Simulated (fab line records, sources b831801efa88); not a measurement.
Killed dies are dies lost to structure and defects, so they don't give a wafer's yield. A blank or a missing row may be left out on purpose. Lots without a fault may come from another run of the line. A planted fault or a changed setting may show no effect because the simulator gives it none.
Which tool did it? | flow sky130 | 24 lots, 72 wafers sampled, at 6 steps of a route of 708

WHAT THE GAUGES READ, wafer by wafer
SKY_CAPM_OVL_MEAS_12. Usual: CAPM_OVL 0.5 nm, standard deviation 1.3.
lot  | measured     | on         | CAPM_OVL (nm)  | flag
L074 | day 38 05:49 | overlay-02 | 1.2 3.0 1.8    |
L075 | day 38 14:49 | overlay-01 | 1.6 1.4 1.6    |
L076 | day 39 03:45 | overlay-02 | -0.1 1.2 1.0   |
L077 | day 39 01:46 | overlay-02 | 0.9 -0.2 2.0   |
L078 | day 39 05:50 | overlay-02 | 1.7 1.6 2.4    |
L079 | day 39 08:14 | overlay-01 | -0.1 0.8 1.1   |
L080 | day 39 18:22 | overlay-01 | 1.4 1.0 2.2    |
L081 | day 39 22:08 | overlay-02 | 0.7 1.8 1.5    |
L082 | day 40 10:16 | overlay-02 | 0.7 0.6 -1.7   |
L083 | day 40 14:10 | overlay-02 | 3.1 3.0 2.1    |
L084 | day 40 20:16 | overlay-01 | 1.5 0.9 -0.2   |
L085 | day 40 23:54 | overlay-01 | 0.0 -0.6 0.5   |
L086 | day 41 02:59 | overlay-01 | 0.4 -0.8 0.5   |
L088 | day 41 19:06 | overlay-01 | 0.5 1.5 0.8    |
L087 | day 41 20:31 | overlay-01 | -1.1 -2.4 -1.5 |
L089 | day 42 03:19 | overlay-02 | 2.2 0.4 0.2    |
L091 | day 42 12:28 | overlay-01 | 0.3 1.2 0.4    |
L090 | day 42 20:13 | overlay-01 | -0.7 -1.3 -0.5 |
L092 | day 42 19:15 | overlay-01 | 1.5 1.8 2.9    |
L093 | day 43 05:25 | overlay-01 | -1.7 0.7 -0.6  |
L094 | day 43 07:40 | overlay-02 | 0.1 -0.4 -0.2  |
L095 | day 43 22:40 | overlay-01 | 0.9 -0.5 0.7   |
L096 | day 44 00:26 | overlay-01 | 0.4 1.6 1.4    |
L097 | day 44 04:42 | overlay-02 | -1.9 -2.2 -3.3 |

SKY_METAL4_CD_MEAS_13: target cd 300 nm. Usual: cd_nm 299.6 nm, standard deviation 1.4.
lot  | measured     | on        | cd_nm (nm)        | flag
L074 | day 42 12:05 | cd_sem-01 | 298.8 298.0 298.8 |
L075 | day 42 19:58 | cd_sem-01 | 301.1 301.2 301.0 |
L076 | day 43 07:11 | cd_sem-02 | 301.1 302.0 301.9 |
L077 | day 43 05:46 | cd_sem-02 | 298.4 299.1 297.1 |
L078 | day 43 09:14 | cd_sem-01 | 300.4 300.1 301.0 |
L079 | day 43 13:27 | cd_sem-02 | 298.3 299.0 298.0 |
L080 | day 43 22:23 | cd_sem-02 | 299.7 298.1 300.2 |
L081 | day 44 12:24 | cd_sem-02 | 297.8 297.8 299.7 |
L082 | day 44 13:44 | cd_sem-01 | 299.8 297.7 299.8 |
L083 | day 44 16:17 | cd_sem-02 | 298.8 300.3 300.2 |
L084 | day 44 21:23 | cd_sem-02 | 302.1 301.8 303.1 |
L085 | day 45 00:29 | cd_sem-01 | 300.1 299.7 301.3 |
L086 | day 45 04:00 | cd_sem-01 | 296.8 298.4 298.5 |
L088 | day 45 20:12 | cd_sem-01 | 297.6 297.8 299.0 |
L087 | day 45 19:52 | cd_sem-02 | 299.8 299.1 300.0 |
L089 | day 46 00:43 | cd_sem-02 | 299.3 300.5 299.5 |
L091 | day 46 10:16 | cd_sem-02 | 299.1 298.2 298.9 |
L090 | day 46 17:29 | cd_sem-01 | 300.9 300.6 301.2 |
L092 | day 46 16:28 | cd_sem-02 | 300.0 299.7 298.9 |
L093 | day 47 00:35 | cd_sem-01 | 297.4 298.3 299.4 |
L094 | day 47 03:14 | cd_sem-01 | 300.0 299.5 300.0 |
L095 | day 47 22:09 | cd_sem-02 | 297.7 298.4 299.2 |
L096 | day 47 19:40 | cd_sem-02 | 302.0 302.4 302.1 |
L097 | day 47 22:50 | cd_sem-02 | 299.7 298.7 298.9 |

SKY_METAL4_OVL_MEAS_14. Usual: METAL4_OVL 4 nm, standard deviation 6.
lot  | measured     | on         | METAL4_OVL (nm) | flag
L074 | day 42 12:11 | overlay-02 | 3 6 2           |
L075 | day 42 20:05 | overlay-02 | 1 2 9           |
L076 | day 43 07:16 | overlay-02 | 8 6 9           |
L077 | day 43 05:53 | overlay-02 | 8 -4 -5         |
L078 | day 43 09:20 | overlay-02 | 9 6 2           |
L079 | day 43 13:34 | overlay-02 | 11 7 14         |
L080 | day 43 22:29 | overlay-02 | 2 3 8           |
L081 | day 44 12:31 | overlay-02 | -10 0 2         |
L082 | day 44 13:51 | overlay-01 | 7 4 17          |
L083 | day 44 16:23 | overlay-01 | 6 11 9          |
L084 | day 44 21:29 | overlay-02 | 11 8 10         |
L085 | day 45 00:36 | overlay-02 | 2 9 -2          |
L086 | day 45 04:07 | overlay-02 | 7 9 4           |
L088 | day 45 20:19 | overlay-01 | 7 2 8           |
L087 | day 45 19:59 | overlay-01 | 1 5 -6          |
L089 | day 46 00:49 | overlay-01 | 14 2 11         |
L091 | day 46 10:23 | overlay-01 | 8 9 7           |
L090 | day 46 17:36 | overlay-02 | -2 -8 3         |
L092 | day 46 16:35 | overlay-01 | 5 8 3           |
L093 | day 47 00:41 | overlay-02 | -2 0 3          |
L094 | day 47 03:20 | overlay-02 | 5 0 8           |
L095 | day 47 22:16 | overlay-02 | -1 4 9          |
L096 | day 47 19:45 | overlay-01 | -14 3 -8        |
L097 | day 47 22:57 | overlay-01 | -7 -8 -8        |

WHICH TOOL RAN EACH LOT (tool, then ch and the chambers of the sampled wafers, then the start)
lot  | SKY_METAL2_SPUTTER_04        | SKY_VIA2_CMP_02               | SKY_VIA3_CMP_02
L074 | pvd_sputter-01, day 34 19:18 | cmp-02 ch 0,2, day 35 23:11   | cmp-01 ch 0,2, day 39 08:34
L075 | pvd_sputter-03, day 35 03:37 | cmp-02 ch 0,2,3, day 36 07:46 | cmp-01 ch 0,1,3, day 39 17:40
L076 | pvd_sputter-03, day 35 14:37 | cmp-02 ch 0,3, day 36 19:04   | cmp-01 ch 0,1, day 40 06:25
L077 | pvd_sputter-02, day 35 16:16 | cmp-01 ch 2,3, day 36 19:41   | cmp-01 ch 1,2,3, day 40 04:35
L078 | pvd_sputter-02, day 35 20:04 | cmp-01 ch 0,1,2, day 37 00:40 | cmp-01 ch 0,1,3, day 40 08:17
L079 | pvd_sputter-03, day 35 22:56 | cmp-01 ch 0,1,2, day 37 02:20 | cmp-02 ch 0,2,3, day 40 11:12
L080 | pvd_sputter-03, day 36 09:37 | cmp-02 ch 0,1, day 37 14:16   | cmp-01 ch 0,3, day 40 20:40
L081 | pvd_sputter-02, day 36 13:32 | cmp-02 ch 1,2,3, day 37 17:42 | cmp-02 ch 0,1,2, day 41 00:24
L082 | pvd_sputter-02, day 37 02:26 | cmp-01 ch 0,2,3, day 38 05:55 | cmp-01 ch 0,1,3, day 41 12:37
L083 | pvd_sputter-02, day 37 07:58 | cmp-01 ch 0,1,2, day 38 10:59 | cmp-01 ch 0,1,3, day 41 16:13
L084 | pvd_sputter-01, day 37 15:02 | cmp-02 ch 1,2, day 38 17:35   | cmp-02 ch 1,3, day 41 22:10
L085 | pvd_sputter-02, day 37 18:32 | cmp-02 ch 0,1,2, day 38 20:55 | cmp-01 ch 0,1,2, day 42 01:38
L086 | pvd_sputter-02, day 37 21:21 | cmp-02 ch 0,1,3, day 38 23:57 | cmp-02 ch 0,2,3, day 42 04:46
L088 | pvd_sputter-01, day 38 14:26 | cmp-02 ch 0,1,3, day 39 16:48 | cmp-02 ch 0,1,2, day 42 20:55
L087 | pvd_sputter-03, day 38 16:29 | cmp-01 ch 0,1,3, day 39 18:05 | cmp-01 ch 0,2,3, day 42 21:37
L089 | pvd_sputter-03, day 38 22:50 | cmp-01 ch 0,2, day 40 01:04   | cmp-02 ch 0,2,3, day 43 04:43
L091 | pvd_sputter-03, day 39 08:39 | cmp-02 ch 0,1,2, day 40 10:39 | cmp-02 ch 0,1, day 43 13:52
L090 | pvd_sputter-01, day 39 10:28 | cmp-01 ch 1,2, day 40 12:18   | cmp-01 ch 2,3, day 43 21:16
L092 | pvd_sputter-01, day 39 15:56 | cmp-02 ch 1,2, day 40 17:33   | cmp-01 ch 2,3, day 43 20:37
L093 | pvd_sputter-02, day 40 03:28 | cmp-01 ch 1,3, day 41 04:50   | cmp-02 ch 1,2, day 44 05:43
L094 | pvd_sputter-01, day 40 05:13 | cmp-02 ch 0,1, day 41 07:14   | cmp-01 ch 1,2,3, day 44 08:02
L095 | pvd_sputter-03, day 40 21:27 | cmp-01 ch 0,2,3, day 41 22:27 | cmp-02 ch 0,1,3, day 44 23:19
L096 | pvd_sputter-01, day 40 23:07 | cmp-01 ch 0,1, day 42 00:15   | cmp-01 ch 1,2, day 45 00:59
L097 | pvd_sputter-03, day 41 02:55 | cmp-01 ch 1,2, day 42 04:10   | cmp-02 ch 0,1,3, day 45 04:22
- SKY_METAL2_SPUTTER_04: material TiN, target thk 70 nm, time 58.3 s.
- SKY_VIA2_CMP_02: polishes SiO2.
- SKY_VIA3_CMP_02: polishes SiO2.

WHAT THE TOOLS THEMSELVES READ (means of the sampled wafers that have a number; where no wafer has one, the mark that the record gives instead)
SKY_METAL2_SPUTTER_04. Usual: throttle_valve_pct 30.4 %, standard deviation 1.1.
lot  | tool           | throttle_valve_pct (%) | flag
L074 | pvd_sputter-01 | 30.2                   |
L075 | pvd_sputter-03 | 30.6                   |
L076 | pvd_sputter-03 | 29.2                   |
L077 | pvd_sputter-02 | 30.5                   |
L078 | pvd_sputter-02 | 31.7                   |
L079 | pvd_sputter-03 | 29.9                   |
L080 | pvd_sputter-03 | 29.6                   |
L081 | pvd_sputter-02 | 30.6                   |
L082 | pvd_sputter-02 | 31.0                   |
L083 | pvd_sputter-02 | 30.6                   |
L084 | pvd_sputter-01 | 30.5                   |
L085 | pvd_sputter-02 | 31.0                   |
L086 | pvd_sputter-02 | 31.0                   |
L088 | pvd_sputter-01 | 29.4                   |
L087 | pvd_sputter-03 | 29.9                   |
L089 | pvd_sputter-03 | 30.4                   |
L091 | pvd_sputter-03 | 30.5                   |
L090 | pvd_sputter-01 | 29.8                   |
L092 | pvd_sputter-01 | 30.8                   |
L093 | pvd_sputter-02 | 31.7                   |
L094 | pvd_sputter-01 | 30.5                   |
L095 | pvd_sputter-03 | 29.6                   |
L096 | pvd_sputter-01 | 30.8                   |
L097 | pvd_sputter-03 | 30.7                   |

SKY_VIA2_CMP_02. Usual: motor_current_A 11.3 A, standard deviation 0.66.
lot  | tool   | motor_current_A (A) | flag
L074 | cmp-02 | 11.2                |
L075 | cmp-02 | 11.5                |
L076 | cmp-02 | 11.7                |
L077 | cmp-01 | 10.5                |
L078 | cmp-01 | 11.2                |
L079 | cmp-01 | 11.0                |
L080 | cmp-02 | 11.6                |
L081 | cmp-02 | 12.0                |
L082 | cmp-01 | 10.8                |
L083 | cmp-01 | 10.9                |
L084 | cmp-02 | 11.7                |
L085 | cmp-02 | 11.4                |
L086 | cmp-02 | 11.9                |
L088 | cmp-02 | 11.5                |
L087 | cmp-01 | 11.5                |
L089 | cmp-01 | 10.5                |
L091 | cmp-02 | 11.8                |
L090 | cmp-01 | 11.0                |
L092 | cmp-02 | 11.4                |
L093 | cmp-01 | 11.5                |
L094 | cmp-02 | 11.7                |
L095 | cmp-01 | 10.7                |
L096 | cmp-01 | 11.8                |
L097 | cmp-01 | 10.5                |

SKY_VIA3_CMP_02. Usual: motor_current_A 11.3 A, standard deviation 0.63.
lot  | tool   | motor_current_A (A) | flag
L074 | cmp-01 | 10.9                |
L075 | cmp-01 | 11.2                |
L076 | cmp-01 | 11.0                |
L077 | cmp-01 | 10.9                |
L078 | cmp-01 | 11.2                |
L079 | cmp-02 | 11.3                |
L080 | cmp-01 | 10.6                |
L081 | cmp-02 | 11.6                |
L082 | cmp-01 | 11.2                |
L083 | cmp-01 | 11.2                |
L084 | cmp-02 | 11.7                |
L085 | cmp-01 | 11.2                |
L086 | cmp-02 | 11.4                |
L088 | cmp-02 | 11.9                |
L087 | cmp-01 | 10.8                |
L089 | cmp-02 | 11.2                |
L091 | cmp-02 | 11.3                |
L090 | cmp-01 | 11.0                |
L092 | cmp-01 | 10.5                |
L093 | cmp-02 | 11.3                |
L094 | cmp-01 | 11.1                |
L095 | cmp-02 | 11.7                |
L096 | cmp-01 | 11.6                |
L097 | cmp-02 | 11.7                |

THE ANSWER, worked out from the rows above alone
Rule: a lot is off if the mean of its wafers that have a number lies more than 3 standard deviations from the usual mean. A lot without any number at a reading at which 4 lots or more have one is off too. The other lots that the step has rows for count as sound. The gauges are gone through in route order, then the tools' own readings, and for those a lot's mean is taken as printed above. The first step at which some lot is off is used, and at that step the reading that is off furthest; a lot without a number counts as furthest.
No lot is off at any reading shown: from this, nothing can be told.

WHAT THE SIMULATOR HAD PUT IN
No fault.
